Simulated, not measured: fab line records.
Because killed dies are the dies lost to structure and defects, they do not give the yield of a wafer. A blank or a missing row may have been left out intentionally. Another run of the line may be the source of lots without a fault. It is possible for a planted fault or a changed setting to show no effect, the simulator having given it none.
Which tool was responsible? -- flow gf180mcu -- 7 lots, 21 wafers sampled, at 3 steps of a route of 602

WHAT THE GAUGES READ, wafer by wafer
GF_HV_LDD_TW_MEAS_23.
lot,measured,on,HV_LDD_2_TW
L289,day 11 01:04,film-metro-01,1056 1054 1057
L296,day 13 08:50,film-metro-04,1155 1155 1154
L300,day 14 10:31,film-metro-02,1053 1045 1050
L304,day 15 18:44,film-metro-04,1069 1072 1070
L306,day 16 19:15,film-metro-01,1059 1055 1062
L309,day 17 14:10,film-metro-02,1046 1045 1045
L311,day 18 05:06,film-metro-02,1040 1038 1040

TOOL THAT RAN EACH LOT (tool first, then ch and the chambers of the sampled wafers, then the start)
lot,GF_HV_LDD_IMPLANT_21,GF_HV_LDD_STRIP_22
L289,"implanter-03 ch 0, day 11 00:49","plasma-asher-02 ch 0,1, day 11 00:58"
L296,"implanter-02 ch 0, day 13 08:26","plasma-asher-04 ch 0,1, day 13 08:33"
L300,"implanter-03 ch 0, day 14 10:16","plasma-asher-03 ch 0,1, day 14 10:25"
L304,"implanter-04 ch 0, day 15 18:31","plasma-asher-04 ch 0,1, day 15 18:40"
L306,"implanter-03 ch 0, day 16 19:00","plasma-asher-02 ch 0,1, day 16 19:09"
L309,"implanter-04 ch 0, day 17 13:56","plasma-asher-02 ch 0,1, day 17 14:03"
L311,"implanter-03 ch 0, day 18 04:51","plasma-asher-03 ch 0,1, day 18 05:00"
- GF_HV_LDD_IMPLANT_21
- GF_HV_LDD_STRIP_22: strips in O2/N2.

THE ANSWER, worked out from the rows above alone
Rule: the usual values come from the lots themselves. The widest of any qualifying gaps counts: lots, ordered by their means at a reading, are off when they make up no more than a third of the lots, leave a main group of 4 or more, and stand apart from it by 3 or more times the standard deviation of that group's means. A main group is skipped when, at the precision printed for the reading in the tables above, its means are all equal. A lot without any number at a reading at which 4 lots or more have one is off too. Any other lot the step has rows for is counted as sound.
Off: L296, at GF_HV_LDD_TW_MEAS_23 (HV_LDD_2_TW). The main group: mean 1053, standard deviation 10.
A tool fits if, at a process step before that reading, it ran every lot that is off, and no sound lot after the first of them. Those tools and the gauges at GF_HV_LDD_TW_MEAS_23 are tried in the same way. One fits: implanter-02 at GF_HV_LDD_IMPLANT_21. It ran no sound lot before its first lot that is off in this sample, so the start can't be narrowed down.

WHAT HAD BEEN PUT IN BY THE SIMULATOR
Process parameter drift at GF_HV_LDD_IMPLANT_21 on implanter-02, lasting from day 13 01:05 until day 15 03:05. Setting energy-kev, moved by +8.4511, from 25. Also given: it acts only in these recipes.
Struck lots among those shown: L296. Same finding as the rule above.
